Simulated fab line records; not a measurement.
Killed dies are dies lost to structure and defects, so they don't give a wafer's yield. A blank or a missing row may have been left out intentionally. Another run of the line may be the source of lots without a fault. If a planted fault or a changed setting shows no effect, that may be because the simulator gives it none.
2 desks looking at one fault :: flow sfq-line :: numbers are kept per desk, each desk with only its own; the story behind them comes last

## METROLOGY DESK
What the gauges read, lot by lot, whatever tool the lot ran on: means of the sampled wafers that have a number. The brackets show how far a lot's mean lies from the usual mean; more than 4 standard deviations puts the lot out of limits, marked OUT.
Columns: A = M1_NB_RS at SFQ_M1_RS_MEAS_909, usual 0.888 ohm/sq
lot: L958
first seen here: day 17 17:28
A: 0.878

lot: L960
first seen here: day 18 20:29
A: 0.885

lot: L961
first seen here: day 19 02:38
A: 0.876

lot: L962
first seen here: day 19 19:33
A: 0.893

lot: L963
first seen here: day 20 07:32
A: 0.888

lot: L966
first seen here: day 22 00:20
A: 0.894

lot: L968
first seen here: day 23 01:55
A: 0.886

lot: L969
first seen here: day 23 10:09
A: 0.894

lot: L971
first seen here: day 24 00:40
A: 0.878

lot: L973
first seen here: day 24 16:48
A: 0.705 (-19) OUT

lot: L974
first seen here: day 25 08:31
A: 0.703 (-19) OUT

lot: L979
first seen here: day 26 10:48
A: 0.881

lot: L980
first seen here: day 27 06:41
A: 0.869

lot: L981
first seen here: day 27 16:03
A: 0.884
This desk finds L973, L974 out of limits, with the earliest case on L973 at day 24 16:48 (M1_NB_RS at SFQ_M1_RS_MEAS_909). In limits: L958, L960, L961, L962, L963, L966, L968, L969, L971, L979, L980, L981.

## TOOL OWNER'S DESK, pvd-sputter-04
The tool's own readings at SFQ_TRILAYER_M1_DEP_SPUTTER_037 (material Nb, target thk 200 nm, time 133.3 s): means of the sampled wafers that have a number, for each lot that ran on this tool. The brackets show how far a lot's mean lies from the usual mean; more than 4 standard deviations puts the lot out of limits, marked OUT.
Columns: A = cathode-dc-power-W at SFQ_TRILAYER_M1_DEP_SPUTTER_037, usual 2000.1 W; B = throttle-valve-pct at SFQ_TRILAYER_M1_DEP_SPUTTER_037, usual 30.2 %
lot: L968
first seen here: day 23 01:49
A: 2000.0
B: 28.8

lot: L971
first seen here: day 24 00:34
A: 2000.1
B: 29.1

lot: L973
first seen here: day 24 16:41
A: 2519.2 (+99 or more) OUT
B: 29.3

lot: L974
first seen here: day 25 08:25
A: 2518.9 (+99 or more) OUT
B: 29.4
This desk finds L973, L974 out of limits, L973 being first, at day 24 16:41 (cathode-dc-power-W at SFQ_TRILAYER_M1_DEP_SPUTTER_037). In limits: L968, L971.

## TAKEN TOGETHER
The tool owner's desk had the chance to raise an alarm at day 24 16:41 on L973, L974.
At day 24 16:48 the metrology desk could have sounded an alarm, on L973, L974.
Every lot named ran SFQ_TRILAYER_M1_DEP_SPUTTER_037 on pvd-sputter-04.

## WHAT THE SIMULATOR PUT IN
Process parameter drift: pvd-sputter-04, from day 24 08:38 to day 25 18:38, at SFQ_TRILAYER_M1_DEP_SPUTTER_037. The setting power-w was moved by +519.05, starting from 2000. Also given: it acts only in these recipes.
Struck lots among those shown: L973, L974.
Time in hours from fault onset to the first out-of-limits reading at each desk: tool owner's desk 8, metrology desk 8.
